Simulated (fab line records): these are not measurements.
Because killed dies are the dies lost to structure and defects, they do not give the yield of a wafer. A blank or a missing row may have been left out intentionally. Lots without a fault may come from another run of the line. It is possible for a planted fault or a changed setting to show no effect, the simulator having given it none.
fab line records ; flow sky130
[record] lots = 7; wafers = 21; last-day = 50
route steps=708 shown VT_ADJUST_PCH@144 SONOS_TUNNEL@154 PAD_OPEN@708
lots with no fault: from the same line, run without faults
start-h: hours from the record's opening day to when the first of the lot's shown wafers began ; wait-h: how many hours have passed since the lot's step before this one ; " repeats the value in the row above ; L1.1+2: several wafers, shown together as one row ; - no value, or no start was given ; * or withheld: withheld ; < > ~ a bound
route shown NAME@n: names a module that has steps shown in the file, with the first one's number in the route ; usual: the fault-free wafers' mean and standard deviation ; same: alike in all rows ; chamber/n: place in a boat ; sites: each site's reading ; _std_site: standard deviation across them ; _edge_site: the outer-site mean with the inner-site mean subtracted ; radius-mm: how far each site lies from the wafer's centre ; mask NAME#n: copy n ; behind: tool/chamber where the wafer was last shaped ; hold: why the lot was held/for how many hours/how that ended ; device: the transistor (n, p or np) that didn't switch ; end of line: the tests these same wafers got at the end of their route ; step lacking rows: just its recipe ; killed: dies lost to structure and defects at the first sort, not the wafer's yield ; map: a wafer's dies, x killed, . not, _ none there
set.NAME: the setting the step ran with; set.NAME@STEP: the setting that earlier step ran with ; model.NAME: the simulator's own value behind a step, which no gauge read
a table for each step, a row for each wafer; lots at some steps of the route
services: a tool's chamber out of use, with start hour (start-h, from the record's first day; less than 0 if before it), hours out, and reason
[[steps]]
[step SKY_VT_ADJUST_PCH_HMDS_01]
[recipe] prime-time-s = 60; prime-temp-c = 120
[step SKY_VT_ADJUST_PCH_COAT_02]
[recipe] spin-rpm = 2000; resist-thk-nm = 3000
[step SKY_VT_ADJUST_PCH_SOFTBAKE_03]
[recipe] temp-c = 110; time-s = withheld
[step SKY_VT_ADJUST_PCH_EXPOSE_04]
[recipe] mask-id = NWM; na = 0.6; source-shape = conventional; sigma-outer = 0.6; polarization = unpolarized; target-cd-nm = 840; dose-mj = 255
[step SKY_VT_ADJUST_PCH_PEB_05]
[recipe] temp-c = 115; time-s = withheld
[step SKY_VT_ADJUST_PCH_DEVELOP_06]
[recipe] wall-angle-deg = 90; developer = TMAH; develop-time-s = 60; dev-temp-c = 23
[step SKY_VT_ADJUST_PCH_OVL_MEAS_07]
[usual] VT_ADJUST_PCH_OVL = -0.8/1.3
lot.wafer;tool;chamber;start-h;wait-h;VT_ADJUST_PCH_OVL[nm]
L685.2;overlay-01;-;262.91;-;1.2
L685.3;overlay-01;-;262.91;-;1.0
L685.5;overlay-01;-;262.91;-;1.1
L688.1;overlay-01;-;283.19;-;-1.6
L688.2;overlay-01;-;283.19;-;-3.6
L688.4;overlay-01;-;283.19;-;-2.0
L692.2;overlay-02;-;315.54;-;1.9
L692.5;overlay-02;-;315.54;-;0.0
L692.6;overlay-02;-;315.54;-;-0.2
L693.4;overlay-01;-;325.35;-;-1.5
L693.5;overlay-01;-;325.35;-;0.0
L693.6;overlay-01;-;325.35;-;-2.0
L694.2;overlay-01;-;336.11;-;-2.1
L694.4;overlay-01;-;336.11;-;-0.5
L694.5;overlay-01;-;336.11;-;0.2
L701.1;overlay-01;-;391.46;-;-2.3
L701.3;overlay-01;-;391.46;-;-1.8
L701.6;overlay-01;-;391.46;-;-2.7
L702.4;overlay-01;-;395.81;-;0.5
L702.5;overlay-01;-;395.81;-;1.3
L702.6;overlay-01;-;395.81;-;1.4
[step SKY_VT_ADJUST_PCH_IMPLANT_08]
[recipe] species = B; energy-kev = 10; dose-cm2 = 5e+11; tilt-deg = withheld
[step SKY_VT_ADJUST_PCH_STRIP_09]
[recipe] chemistry = O2/N2; power-w = 1400; pressure-mtorr = 1500; platen-temp-c = withheld; o2-flow-sccm = 3000; n2-flow-sccm = 300; overash-fraction = 0.5
[usual] drypump-motor-current-A = 5.7/0.43; oes-product-au = 0.723/0.0047; strip-time-to-endpoint-s = 36.89/0.092
lot.wafer;tool;chamber;start-h;wait-h;drypump-motor-current-A;oes-product-au;rf-hours-counter-h;strip-time-to-endpoint-s
L685.2;plasma-asher-01;1;263.09;0.1;5.7;0.725;58;36.95
L685.3;plasma-asher-01;1;263.09;0.1;5.7;0.721;-;36.83
L685.5;plasma-asher-01;0;263.09;0.1;6.1;0.719;-;36.91
L688.1;plasma-asher-01;1;283.37;0.1;5.7;0.724;60;36.85
L688.2;plasma-asher-01;0;283.37;0.1;6.1;0.728;60;36.89
L688.4;plasma-asher-01;0;283.37;0.1;6.1;0.720;-;36.86
L692.2;plasma-asher-03;0;315.72;0.1;5.3;0.726;57;36.95
L692.5;plasma-asher-03;0;315.72;0.1;5.3;0.730;-;36.91
L692.6;plasma-asher-03;1;315.72;0.1;5.2;0.725;-;36.88
L693.4;plasma-asher-01;1;325.55;0.1;5.7;0.720;-;36.90
L693.5;plasma-asher-01;0;325.55;0.1;6.1;0.727;-;36.96
L693.6;plasma-asher-01;1;325.55;0.1;5.7;0.723;-;36.82
L694.2;plasma-asher-03;0;336.29;0.1;5.3;0.726;59;36.92
L694.4;plasma-asher-03;0;336.29;0.1;5.3;0.727;-;36.93
L694.5;plasma-asher-03;0;336.29;0.1;5.3;0.725;-;36.90
L701.1;plasma-asher-01;0;391.64;0.1;6.1;0.719;71;37.02
L701.3;plasma-asher-01;0;391.64;0.1;6.1;0.721;-;36.98
L701.6;plasma-asher-01;0;391.64;0.1;6.1;0.716;-;36.97
L702.4;plasma-asher-04;0;396.01;0.1;6.6;0.724;-;36.98
L702.5;plasma-asher-04;0;396.01;0.1;6.6;0.717;-;36.85
L702.6;plasma-asher-04;1;396.01;0.1;5.5;0.726;-;36.99
[step SKY_VT_ADJUST_PCH_TW_MEAS_10]
[usual] VT_ADJUST_PCH_TW = 143.2/1.3
lot.wafer;tool;chamber;start-h;wait-h;VT_ADJUST_PCH_TW
L685.2;film-metro-02;-;263.20;0.1;145.5
L685.3;film-metro-02;-;263.20;0.1;144.8
L685.5;film-metro-02;-;263.20;0.1;145.2
L688.1;film-metro-02;-;283.47;0.1;143.3
L688.2;film-metro-02;-;283.47;0.1;143.2
L688.4;film-metro-02;-;283.47;0.1;143.5
L692.2;film-metro-02;-;315.83;0.1;143.8
L692.5;film-metro-02;-;315.83;0.1;143.8
L692.6;film-metro-02;-;315.83;0.1;143.9
L693.4;film-metro-02;-;325.64;0.1;143.8
L693.5;film-metro-02;-;325.64;0.1;144.4
L693.6;film-metro-02;-;325.64;0.1;145.1
L694.2;film-metro-04;-;336.40;0.1;140.5
L694.4;film-metro-04;-;336.40;0.1;140.6
L694.5;film-metro-04;-;336.40;0.1;140.6
L701.1;film-metro-03;-;391.74;0.1;143.5
L701.3;film-metro-03;-;391.74;0.1;143.7
L701.6;film-metro-03;-;391.74;0.1;143.9
L702.4;film-metro-03;-;396.10;0.1;143.3
L702.5;film-metro-03;-;396.10;0.1;144.4
L702.6;film-metro-03;-;396.10;0.1;143.5
[step SKY_SONOS_TUNNEL_DEHYDRATE_00]
[recipe] temp-c = 200; time-s = 60
[step SKY_SONOS_TUNNEL_HMDS_01]
[recipe] prime-time-s = 60; prime-temp-c = 120
[step SKY_SONOS_TUNNEL_COAT_02]
[recipe] resist = NOVOLAK; spin-rpm = 3000; resist-thk-nm = 1140
[usual] chill-plate-temp-C = 23.01/0.11; dispense-pressure-kPa = 46.2/0.34
lot.wafer;tool;chamber;start-h;wait-h;chill-plate-temp-C;dispense-pressure-kPa
L685.2;litho-track-03;0;275.53;0.1;23.30;46.6
L685.3;litho-track-03;0;275.53;0.1;22.94;46.6
L685.5;litho-track-03;0;275.53;0.1;23.14;46.6
L688.1;litho-track-04;0;296.13;0.1;23.19;46.0
L688.2;litho-track-04;0;296.13;0.1;23.14;45.9
L688.4;litho-track-04;0;296.13;0.1;23.07;45.9
L692.2;litho-track-03;-;328.83;0.1;-;-
L692.5;litho-track-03;-;328.83;0.1;-;-
L692.6;litho-track-03;-;328.83;0.1;-;-
L693.4;litho-track-01;-;338.78;0.1;-;-
L693.5;litho-track-01;-;338.78;0.1;-;-
L693.6;litho-track-01;-;338.78;0.1;-;-
L694.2;litho-track-04;-;349.70;0.1;-;-
L694.4;litho-track-04;-;349.70;0.1;-;-
L694.5;litho-track-04;-;349.70;0.1;-;-
L701.1;litho-track-01;0;405.95;0.1;23.18;45.9
L701.3;litho-track-01;0;405.95;0.1;23.05;45.9
L701.6;litho-track-01;0;405.95;0.1;22.90;45.9
L702.4;litho-track-01;0;411.12;0.1;22.99;45.9
L702.5;litho-track-01;0;411.12;0.1;23.08;45.9
L702.6;litho-track-01;0;411.12;0.1;22.89;45.9
[step SKY_SONOS_TUNNEL_SOFTBAKE_03]
[recipe] temp-c = 90; time-s = 60; resist = NOVOLAK
[step SKY_SONOS_TUNNEL_EXPOSE_04]
[recipe] mask-id = TUNM; na = 0.6; source-shape = conventional; sigma-outer = 0.6; polarization = unpolarized; target-cd-nm = 410; dose-mj = 136
[step SKY_SONOS_TUNNEL_PEB_05]
[recipe] temp-c = withheld; time-s = *; resist = NOVOLAK
[step SKY_SONOS_TUNNEL_DEVELOP_06]
[recipe] resist = NOVOLAK; developer = TMAH; develop-time-s = 60; dev-temp-c = 23
[step SKY_SONOS_TUNNEL_CD_MEAS_07]
[recipe] target-cd-nm = 410
[usual] cd-nm = 409.7/2.6
lot.wafer;tool;chamber;start-h;wait-h;cd-nm
L685.2;cd-sem-01;-;287.97;0.1;407.8
L685.3;cd-sem-01;-;287.97;0.1;408.1
L685.5;cd-sem-01;-;287.97;0.1;409.4
L688.1;cd-sem-02;-;309.00;0.1;410.9
L688.2;cd-sem-02;-;309.00;0.1;410.2
L688.4;cd-sem-02;-;309.00;0.1;409.4
L692.2;cd-sem-02;-;342.77;0.1;-
L692.5;cd-sem-02;-;342.77;0.1;-
L692.6;cd-sem-02;-;342.77;0.1;-
L693.4;cd-sem-01;-;352.41;0.1;-
L693.5;cd-sem-01;-;352.41;0.1;-
L693.6;cd-sem-01;-;352.41;0.1;-
L694.2;cd-sem-02;-;364.37;0.1;-
L694.4;cd-sem-02;-;364.37;0.1;-
L694.5;cd-sem-02;-;364.37;0.1;-
L701.1;cd-sem-02;-;421.10;0.1;408.4
L701.3;cd-sem-02;-;421.10;0.1;410.0
L701.6;cd-sem-02;-;421.10;0.1;409.9
L702.4;cd-sem-02;-;425.96;0.1;408.2
L702.5;cd-sem-02;-;425.96;0.1;405.5
L702.6;cd-sem-02;-;425.96;0.1;408.4
[step SKY_SONOS_TUNNEL_OVL_MEAS_08]
[usual] SONOS_TUNNEL_OVL = 0.1/1.5
lot.wafer;tool;chamber;start-h;wait-h;SONOS_TUNNEL_OVL[nm]
L685.2;overlay-02;-;288.08;0.1;-0.4
L685.3;overlay-02;-;288.08;0.1;-2.2
L685.5;overlay-02;-;288.08;0.1;-0.9
L688.1;overlay-01;-;309.12;0.1;1.5
L688.2;overlay-01;-;309.12;0.1;1.4
L688.4;overlay-01;-;309.12;0.1;1.8
L692.2;overlay-02;-;342.88;0.1;-
L692.5;overlay-02;-;342.88;0.1;-
L692.6;overlay-02;-;342.88;0.1;-
L693.4;overlay-02;-;352.49;0.1;-
L693.5;overlay-02;-;352.49;0.1;-
L693.6;overlay-02;-;352.49;0.1;-
L694.2;overlay-02;-;364.48;0.1;-
L694.4;overlay-02;-;364.48;0.1;-
L694.5;overlay-02;-;364.48;0.1;-
L701.1;overlay-01;-;421.22;0.1;0.7
L701.3;overlay-01;-;421.22;0.1;1.1
L701.6;overlay-01;-;421.22;0.1;0.4
L702.4;overlay-01;-;426.04;0.1;1.3
L702.5;overlay-01;-;426.04;0.1;0.1
L702.6;overlay-01;-;426.04;0.1;-0.8
[step SKY_PAD_OPEN_PROBE_99]
[usual] killed_at_M0_to_M3 = 43/6.7; killed_at_M4_up = 3.1/1.9; killed-at-contacts = 25/5; killed-at-front-end = 15/4; killed-at-other = 0.4/0.69; killed-dies = 87/9.2; killed-on-rim = 17/3.6; killed-open = 46/7.1; killed-short = 40/6.8
[same] gross-dies = 492; killed-at-back-side = 0
lot.wafer;tool;chamber;start-h;wait-h;killed_at_M0_to_M3;killed_at_M4_up;killed-at-contacts;killed-at-front-end;killed-at-other;killed-dies;killed-on-rim;killed-open;killed-short
L692.2;prober-01;-;1152.53;0.1;29;6;27;427;3;492;96;46;34
L692.5;prober-01;-;1152.68;0.2;40;2;15;434;1;492;96;42;30
L692.6;prober-01;-;1152.73;0.2;39;5;23;424;1;492;96;50;40
L693.4;prober-01;-;1156.09;0.2;46;2;34;410;0;492;96;58;36
L693.5;prober-01;-;1156.14;0.2;59;3;17;413;0;492;96;58;33
L693.6;prober-01;-;1156.19;0.2;41;4;20;427;0;492;96;36;44
L694.2;prober-02;-;1161.53;0.1;47;3;20;422;0;492;96;49;39
L694.4;prober-02;-;1161.63;0.2;43;3;26;419;1;492;96;36;50
L694.5;prober-02;-;1161.68;0.2;52;3;21;416;0;492;96;60;41
// killed by level:class
L692.2 SONOS_TUNNEL:area-expose=409 CONTACT:geometric-particle:open=11 VIA1:geometric-particle:open=8 FIELD_ISO:geometric-particle:open=6 CONTACT:geometric-particle:short=5 METAL1:geometric-particle:short=5 POLY_GATE:geometric-particle:short=4 LI_CONTACT:geometric-particle:short=4
L692.5 SONOS_TUNNEL:area-expose=419 VIA2:geometric-particle:open=9 CONTACT:geometric-particle:open=7 VIA1:geometric-particle:open=7 METAL1:geometric-particle:short=6 METAL2:geometric-particle:short=5 FIELD_ISO:geometric-particle:open=3 POLY_GATE:geometric-particle:open=3
L692.6 SONOS_TUNNEL:area-expose=401 LI_CONTACT:geometric-particle:open=9 FIELD_ISO:geometric-particle:open=8 CONTACT:geometric-particle:open=7 POLY_GATE:geometric-particle:open=6 METAL1:geometric-particle:short=6 LI_CONTACT:geometric-particle:short=5 VIA3:geometric-particle:open=5
L693.4 SONOS_TUNNEL:area-expose=398 CONTACT:geometric-particle:open=16 VIA1:geometric-particle:open=13 VIA2:geometric-particle:open=7 LI_CONTACT:geometric-particle:open=6 CONTACT:geometric-particle:short=6 METAL2:geometric-particle:short=5 VIA3:geometric-particle:open=5
L693.5 SONOS_TUNNEL:area-expose=400 VIA1:geometric-particle:open=14 VIA2:geometric-particle:open=10 VIA3:geometric-particle:open=9 METAL2:geometric-particle:short=6 LI_CONTACT:geometric-particle:open=6 CONTACT:geometric-particle:open=6 METAL1:geometric-particle:short=6
L693.6 SONOS_TUNNEL:area-expose=411 VIA1:geometric-particle:short=7 VIA3:geometric-particle:open=6 LOCAL_INTERCONNECT:geometric-particle:short=6 CONTACT:geometric-particle:open=6 METAL1:geometric-particle:short=6 FIELD_ISO:geometric-particle:open=5 METAL2:geometric-particle:short=5
L694.2 SONOS_TUNNEL:area-expose=404 VIA1:geometric-particle:open=8 METAL1:geometric-particle:short=8 VIA2:geometric-particle:open=8 CONTACT:geometric-particle:open=7 FIELD_ISO:geometric-particle:open=6 VIA2:geometric-particle:short=6 LI_CONTACT:geometric-particle:open=5
L694.4 SONOS_TUNNEL:area-expose=405 METAL1:geometric-particle:short=12 VIA1:geometric-particle:open=9 CONTACT:geometric-particle:open=8 FIELD_ISO:geometric-particle:short=6 LOCAL_INTERCONNECT:geometric-particle:short=6 CONTACT:geometric-particle:short=6 VIA1:geometric-particle:short=5
L694.5 SONOS_TUNNEL:area-expose=391 VIA1:geometric-particle:open=15 CONTACT:geometric-particle:open=9 FIELD_ISO:geometric-particle:open=8 METAL1:geometric-particle:short=7 CONTACT:geometric-particle:short=6 VIA2:geometric-particle:open=6 VIA3:geometric-particle:short=5
// map L692.2 (x killed, . not)
__________xxxxxxxxxx_________
________xxxxxxxxxxxxxx_______
______xxxxxxxxxxxxxxxxxx_____
_____xxxxxxxxxxxxxxxxxxxx____
____xxxxxxxxxxxxxxxxxxxxxx___
___xxxxxxxxxxxxxxxxxxxxxxxx__
__xxxxxxxxxxxxxxxxxxxxxxxxxx_
_xxxxxxxxxxxxxxxxxxxxxxxxxxxx
_xxxxxxxxxxxxxxxxxxxxxxxxxxxx
_xxxxxxxxxxxxxxxxxxxxxxxxxxxx
_xxxxxxxxxxxxxxxxxxxxxxxxxxxx
_xxxxxxxxxxxxxxxxxxxxxxxxxxxx
_xxxxxxxxxxxxxxxxxxxxxxxxxxxx
_xxxxxxxxxxxxxxxxxxxxxxxxxxxx
_xxxxxxxxxxxxxxxxxxxxxxxxxxxx
__xxxxxxxxxxxxxxxxxxxxxxxxxx_
___xxxxxxxxxxxxxxxxxxxxxxxx__
____xxxxxxxxxxxxxxxxxxxxxx___
_____xxxxxxxxxxxxxxxxxxxx____
______xxxxxxxxxxxxxxxxxx_____
________xxxxxxxxxxxxxx_______
__________xxxxxxxxxx_________
// map L693.4 (x killed, . not)
__________xxxxxxxxxx_________
________xxxxxxxxxxxxxx_______
______xxxxxxxxxxxxxxxxxx_____
_____xxxxxxxxxxxxxxxxxxxx____
____xxxxxxxxxxxxxxxxxxxxxx___
___xxxxxxxxxxxxxxxxxxxxxxxx__
__xxxxxxxxxxxxxxxxxxxxxxxxxx_
_xxxxxxxxxxxxxxxxxxxxxxxxxxxx
_xxxxxxxxxxxxxxxxxxxxxxxxxxxx
_xxxxxxxxxxxxxxxxxxxxxxxxxxxx
_xxxxxxxxxxxxxxxxxxxxxxxxxxxx
_xxxxxxxxxxxxxxxxxxxxxxxxxxxx
_xxxxxxxxxxxxxxxxxxxxxxxxxxxx
_xxxxxxxxxxxxxxxxxxxxxxxxxxxx
_xxxxxxxxxxxxxxxxxxxxxxxxxxxx
__xxxxxxxxxxxxxxxxxxxxxxxxxx_
___xxxxxxxxxxxxxxxxxxxxxxxx__
____xxxxxxxxxxxxxxxxxxxxxx___
_____xxxxxxxxxxxxxxxxxxxx____
______xxxxxxxxxxxxxxxxxx_____
________xxxxxxxxxxxxxx_______
__________xxxxxxxxxx_________
[[services]]
tool;chamber;start-h;hours;kind
plasma-asher-03;-;247.85;0.8;repair
plasma-asher-03;-;271.01;0.4;repair
plasma-asher-01;-;349.45;1.0;repair
plasma-asher-01;-;386.79;1.9;repair
[[key]]
[first-sign] step = SKY_SONOS_TUNNEL_COAT_02; reading = tool-record; direction = missing
[effect] step = SKY_SONOS_TUNNEL_CD_MEAS_07; reading = cd-nm; direction = missing
[effect] step = SKY_SONOS_TUNNEL_OVL_MEAS_08; reading = SONOS_TUNNEL_OVL; direction = missing
[effect] step = SKY_PAD_OPEN_PROBE_99; reading = killed-at-front-end; direction = up; sigmas = 99+; usual = 15; struck = 421
[more-kills-born-at] SKY_SONOS_TUNNEL_EXPOSE_04@iline-stepper-01 = 2438; SKY_SONOS_TUNNEL_EXPOSE_04@iline-stepper-02 = 1200
met-at SKY_SONOS_TUNNEL_COAT_02
struck-wafers L692.2,L692.5,L692.6,L693.4,L693.5,L693.6,L694.2,L694.4,L694.5
later-rows-left-out L692.2,L692.5,L692.6,L693.4,L693.5,L693.6,L694.2,L694.4,L694.5
tester-left-out L692,L693,L694
onset-between 296.13 328.83
[fault] kind = skipped-step-whole; tool = litho-track-01,litho-track-03,litho-track-04; chamber = -; onset-h = 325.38; steps = SKY_SONOS_TUNNEL_COAT_02; scope = struck-lots-only
// tester-left-out: of these lots the tester's yield and bins aren't shown, on N5 and GAA mostly nor the transistor test; their killed dies are dies lost to structure and defects alone, not to doping, threshold or leakage, so they don't give the yield
// later-rows-left-out: the simulator's readings of these wafers behind a module that went badly wrong aren't trusted and aren't shown, but for the sort
